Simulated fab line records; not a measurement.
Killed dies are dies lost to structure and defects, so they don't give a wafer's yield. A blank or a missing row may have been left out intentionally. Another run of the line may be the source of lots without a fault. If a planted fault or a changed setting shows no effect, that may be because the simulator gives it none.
fab line records	flow sky130
[record] lots = 13	wafers = 37	last-day = 51
route steps=708 shown LDD_P@265 LDD_HVP@288 POLY_CUT@316 SD_P@324
lots with no fault: from the same line, run without faults
start-h: the number of hours between the record's first day and the start of the first shown wafer of the lot	wait-h: hours since the lot's step before	" the same as in the row above	L1.1+2: one row covering several wafers at once	- no value, or no start was given	* or withheld: withheld	< > ~ a bound
route shown NAME@n: a module of which the file shows steps, and the number in the route of the first	usual: mean/standard deviation of fault-free wafers	same: alike in all rows	chamber/n: place in a boat	sites: each site's reading	_std_site: standard deviation across them	_edge_site: outer sites' mean less inner sites'	radius-mm: how far each site lies from the wafer's centre	mask NAME#n: copy n	behind: the tool/chamber that last shaped the wafer	hold: the reason the lot was held/the length of the hold in hours/how it ended	device: whichever transistor did not switch (one of n, p or np)	end of line: at the end of the route, the tests of the same wafers	a step given without rows: its recipe and nothing more	killed: dies lost to structure and defects at the first sort, not the wafer's yield	map: shows each die of a wafer: x if killed, . if not, _ if none is there
set.NAME: the setting the step ran with; set.NAME@STEP: the setting that earlier step ran with	model.NAME: the simulator's own value behind a step, which no gauge read
steps of the route over a sample of lots; a table a step, a row a wafer
services: when a tool's chamber went out of use (start-h, in hours from the record's first day, below 0 if earlier), for how many hours, and the reason
[[steps]]
[step SKY_LDD_P_STRIP_10]
[recipe] chemistry = O2/N2	power-w = 1400	pressure-mtorr = 1500	platen-temp-c = withheld	o2-flow-sccm = 3000	n2-flow-sccm = 300	overash-fraction = 0.5
[usual] drypump-motor-current-A = 5.7/0.53	oes-product-au = 0.716/0.0042	strip-time-to-endpoint-s = 14.16/0.043
lot.wafer	tool	chamber	start-h	wait-h	drypump-motor-current-A	oes-product-au	rf-hours-counter-h	strip-time-to-endpoint-s
L927.2	plasma-asher-01	1	449.63	0.1	5.9	0.718	32	14.10
L927.3	"	1	"	"	5.8	0.721	-	14.10
L927.4	"	0	"	"	5.0	0.717	-	14.12
L928.1	plasma-asher-04	0	466.08	0.1	6.5	0.717	75	14.12
L928.4	"	0	"	"	6.4	0.716	-	14.15
L928.6	"	1	"	"	6.1	0.712	-	14.13
L931.2	plasma-asher-01	0	487.88	0.1	5.0	0.715	36	14.16
L931.4	"	1	"	"	5.9	0.722	-	14.13
L931.6	"	0	"	"	5.0	0.710	-	14.13
L932.1	plasma-asher-04	0	495.05	0.1	6.4	0.717	78	14.17
L932.3	"	1	"	"	6.1	0.715	-	14.23
L932.6	"	0	"	"	6.4	0.715	-	14.21
L934.2	plasma-asher-04	1	507.38	0.1	6.1	0.708	79	14.16
L934.5	"	1	"	"	6.1	0.709	-	14.13
L934.6	"	0	"	"	6.4	0.720	-	14.14
L933.2	plasma-asher-02	1	507.55	0.1	5.2	0.717	69	14.23
L933.3	"	1	"	"	5.2	0.716	-	14.22
L936.2	plasma-asher-01	1	536.24	0.1	5.9	0.714	41	14.16
L936.3	"	0	"	"	5.0	0.715	-	14.17
L943.2	plasma-asher-01	0	585.60	0.1	5.0	0.713	47	14.17
L943.3	"	1	"	"	5.9	0.717	-	14.15
L943.4	"	0	"	"	5.0	0.715	-	14.17
L944.3	plasma-asher-04	0	600.93	0.1	6.4	0.718	-	14.05
L944.5	"	1	"	"	6.1	0.717	-	14.09
L944.6	"	0	"	"	6.4	0.707	-	14.11
L945.3	plasma-asher-02	1	605.83	0.1	5.1	0.719	-	14.18
L945.4	"	0	"	"	5.5	0.715	-	14.14
L945.5	"	1	"	"	5.2	0.715	-	14.20
L947.3	plasma-asher-02	0	625.26	0.1	5.4	0.712	-	14.22
L947.4	"	1	"	"	5.2	0.714	-	14.19
L947.5	"	0	"	"	5.5	0.717	-	14.19
L949.1	plasma-asher-02	0	634.08	0.1	5.4	0.715	81	14.20
L949.3	"	0	"	"	5.5	0.712	-	14.13
L949.4	"	1	"	"	5.2	0.713	-	14.19
L950.3	plasma-asher-04	0	636.83	0.1	6.4	0.724	-	14.23
L950.4	"	1	"	"	6.1	0.708	-	14.23
L950.6	"	0	"	"	6.4	0.718	-	14.21
[step SKY_LDD_HVP_TW_MEAS_10]
[usual] LDD_HVP_TW = 457/3
lot.wafer	tool	chamber	start-h	wait-h	LDD_HVP_TW
L927.2	film-metro-04	-	512.21	0.1	455
L927.3	"	-	"	"	455
L927.4	"	-	"	"	455
L928.1	film-metro-02	-	528.15	0.1	461
L928.4	"	-	"	"	461
L928.6	"	-	"	"	463
L931.2	film-metro-02	-	550.13	0.1	460
L931.4	"	-	"	"	463
L931.6	"	-	"	"	462
L932.1	film-metro-02	-	555.60	0.1	458
L932.3	"	-	"	"	462
L932.6	"	-	"	"	461
L934.2	film-metro-02	-	568.87	0.1	461
L934.5	"	-	"	"	459
L934.6	"	-	"	"	462
L933.2	film-metro-04	-	569.17	0.1	455
L933.3	"	-	"	"	453
L936.2	film-metro-02	-	597.48	0.1	460
L936.3	"	-	"	"	459
L943.2	film-metro-02	-	645.96	0.1	462
L943.3	"	-	"	"	464
L943.4	"	-	"	"	463
L944.3	film-metro-02	-	660.78	0.1	459
L944.5	"	-	"	"	458
L944.6	"	-	"	"	456
L945.3	film-metro-04	-	665.18	0.1	453
L945.4	"	-	"	"	454
L945.5	"	-	"	"	454
L947.3	film-metro-03	-	683.37	0.1	457
L947.4	"	-	"	"	459
L947.5	"	-	"	"	454
L949.1	film-metro-04	-	692.31	0.1	454
L949.3	"	-	"	"	456
L949.4	"	-	"	"	455
L950.3	film-metro-02	-	694.68	0.1	460
L950.4	"	-	"	"	461
L950.6	"	-	"	"	460
[step SKY_POLY_CUT_OVL_MEAS_09]
[usual] POLY_CUT_OVL = -2/4.9
lot.wafer	tool	chamber	start-h	wait-h	POLY_CUT_OVL[nm]
L927.2	overlay-02	-	576.90	0.1	-2
L927.3	"	-	"	"	-2
L927.4	"	-	"	"	-3
L928.1	overlay-01	-	591.76	0.1	-13
L928.4	"	-	"	"	-9
L928.6	"	-	"	"	-11
L931.2	overlay-01	-	612.60	0.1	-1
L931.4	"	-	"	"	-7
L931.6	"	-	"	"	-7
L932.1	overlay-02	-	617.61	0.1	2
L932.3	"	-	"	"	0
L932.6	"	-	"	"	0
L934.2	overlay-02	-	631.57	0.1	-9
L934.5	"	-	"	"	-9
L934.6	"	-	"	"	-8
L933.2	overlay-02	-	631.92	0.1	-3
L933.3	"	-	"	"	-3
L936.2	overlay-02	-	658.21	0.1	-2
L936.3	"	-	"	"	-3
L943.2	overlay-01	-	704.92	0.1	-3
L943.3	"	-	"	"	-1
L943.4	"	-	"	"	-1
L944.3	overlay-02	-	721.57	0.1	6
L944.5	"	-	"	"	-4
L944.6	"	-	"	"	-2
L945.3	overlay-01	-	724.32	0.1	1
L945.4	"	-	"	"	-4
L945.5	"	-	"	"	3
L947.3	overlay-02	-	741.81	0.1	-5
L947.4	"	-	"	"	-9
L947.5	"	-	"	"	-8
L949.1	overlay-01	-	750.46	0.1	-3
L949.3	"	-	"	"	-3
L949.4	"	-	"	"	-4
L950.3	overlay-02	-	752.02	0.1	-1
L950.4	"	-	"	"	1
L950.6	"	-	"	"	-3
[step SKY_SD_P_EXPOSE_04]
[recipe] mask-id = PSDM	na = 0.6	source-shape = conventional	sigma-outer = 0.6	polarization = unpolarized	target-cd-nm = 380	dose-mj = 138
[same] sigma-outer = 0.6
lot.wafer	tool	chamber	start-h	wait-h	mask
L927.2+3+4	iline-stepper-02	0	593.02	-	PSDM#0
L928.1+4+6	iline-stepper-01	0	606.67	-	PSDM#0
L931.2+4+6	iline-stepper-02	0	628.02	-	PSDM#0
L932.1+3+6	iline-stepper-01	0	632.80	-	PSDM#0
L934.2+5+6	iline-stepper-02	0	646.40	-	PSDM#0
L933.2+3	iline-stepper-02	0	646.73	-	PSDM#0
L936.2+3	iline-stepper-02	0	672.72	-	PSDM#0
L943.2+3+4	iline-stepper-01	0	719.41	-	PSDM#0
L944.3+5+6	iline-stepper-01	0	735.86	-	PSDM#0
L945.3+4+5	iline-stepper-02	0	738.43	-	PSDM#0
L947.3+4+5	iline-stepper-02	0	755.57	-	PSDM#0
L949.1+3+4	iline-stepper-01	0	764.61	-	PSDM#0
L950.3+4+6	iline-stepper-02	0	766.04	-	PSDM#0
[step SKY_SD_P_CD_MEAS_07]
[recipe] target-cd-nm = 380
[usual] cd-nm = 379.2/2.5
lot.wafer	tool	chamber	start-h	wait-h	cd-nm
L927.2	cd-sem-01	-	607.31	0.1	380.9
L927.3	"	-	"	"	380.5
L927.4	"	-	"	"	379.7
L928.1	cd-sem-01	-	621.61	0.1	378.0
L928.4	"	-	"	"	379.0
L928.6	"	-	"	"	377.4
L931.2	cd-sem-01	-	642.19	0.1	382.9
L931.4	"	-	"	"	381.9
L931.6	"	-	"	"	381.2
L932.1	cd-sem-02	-	647.22	0.1	375.4
L932.3	"	-	"	"	379.6
L932.6	"	-	"	"	377.9
L934.2	cd-sem-01	-	660.96	0.1	377.1
L934.5	"	-	"	"	375.9
L934.6	"	-	"	"	379.7
L933.2	cd-sem-02	-	661.33	0.1	379.1
L933.3	"	-	"	"	363.8
L936.2	cd-sem-01	-	687.08	0.1	380.7
L936.3	"	-	"	"	361.3
L943.2	cd-sem-01	-	733.38	0.1	378.3
L943.3	"	-	"	"	378.3
L943.4	"	-	"	"	376.1
L944.3	cd-sem-01	-	749.85	0.1	381.7
L944.5	"	-	"	"	381.5
L944.6	"	-	"	"	382.1
L945.3	cd-sem-02	-	751.85	0.1	379.6
L945.4	"	-	"	"	378.7
L945.5	"	-	"	"	383.3
L947.3	cd-sem-02	-	768.93	0.1	380.8
L947.4	"	-	"	"	379.9
L947.5	"	-	"	"	381.6
L949.1	cd-sem-01	-	778.06	0.1	376.1
L949.3	"	-	"	"	377.6
L949.4	"	-	"	"	376.1
L950.3	cd-sem-01	-	779.68	0.1	378.0
L950.4	"	-	"	"	377.8
L950.6	"	-	"	"	376.9
[[services]]
tool	chamber	start-h	hours	kind
plasma-asher-04	-	430.52	0.3	repair
iline-stepper-02	-	434.52	1.7	pm
plasma-asher-01	-	458.12	3.1	repair
iline-stepper-01	-	460.99	1.7	pm
iline-stepper-01	-	491.96	8.9	pm
plasma-asher-02	-	520.30	1.8	repair
iline-stepper-01	-	532.21	6.1	repair
plasma-asher-01	-	562.30	0.8	repair
plasma-asher-02	-	574.75	14.6	pm
plasma-asher-02	-	635.27	2.8	pm
iline-stepper-01	-	642.06	8.8	repair
iline-stepper-02	-	652.70	1.7	pm
iline-stepper-01	-	679.17	1.7	pm
plasma-asher-01	-	690.53	2.8	pm
plasma-asher-04	-	733.75	9.0	pm
plasma-asher-04	0	733.75	9.0	vent-cycle
plasma-asher-04	1	733.75	9.0	vent-cycle
plasma-asher-04	0	742.75	-	clean
plasma-asher-04	1	742.75	-	clean
iline-stepper-01	-	744.85	3.5	repair
[[key]]
[first-sign] step = SKY_SD_P_CD_MEAS_07	reading = cd-nm	direction = down	sigmas = 6.6	usual = 379.2	struck = 362.6
effect none on later readings
met-at SKY_SD_P_EXPOSE_04
struck-lots L933,L936
struck-wafers L933.3,L936.3
tester-left-out L933,L936
not-acting-at SKY_LDD_P_STRIP_10,SKY_LDD_HVP_TW_MEAS_10,SKY_POLY_CUT_OVL_MEAS_09
onset-between 646.40 646.73
[fault] kind = process-parameter-drift	tool = iline-stepper-02	chamber = -	onset-h = 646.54	steps = SKY_SD_P_EXPOSE_04	channel = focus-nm	offset = 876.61	shape = step	end-h = 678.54	scope = struck-wafers-only
// tester-left-out: of these lots the tester's yield and bins aren't shown, on N5 and GAA mostly nor the transistor test; their killed dies are dies lost to structure and defects alone, not to doping, threshold or leakage, so they don't give the yield
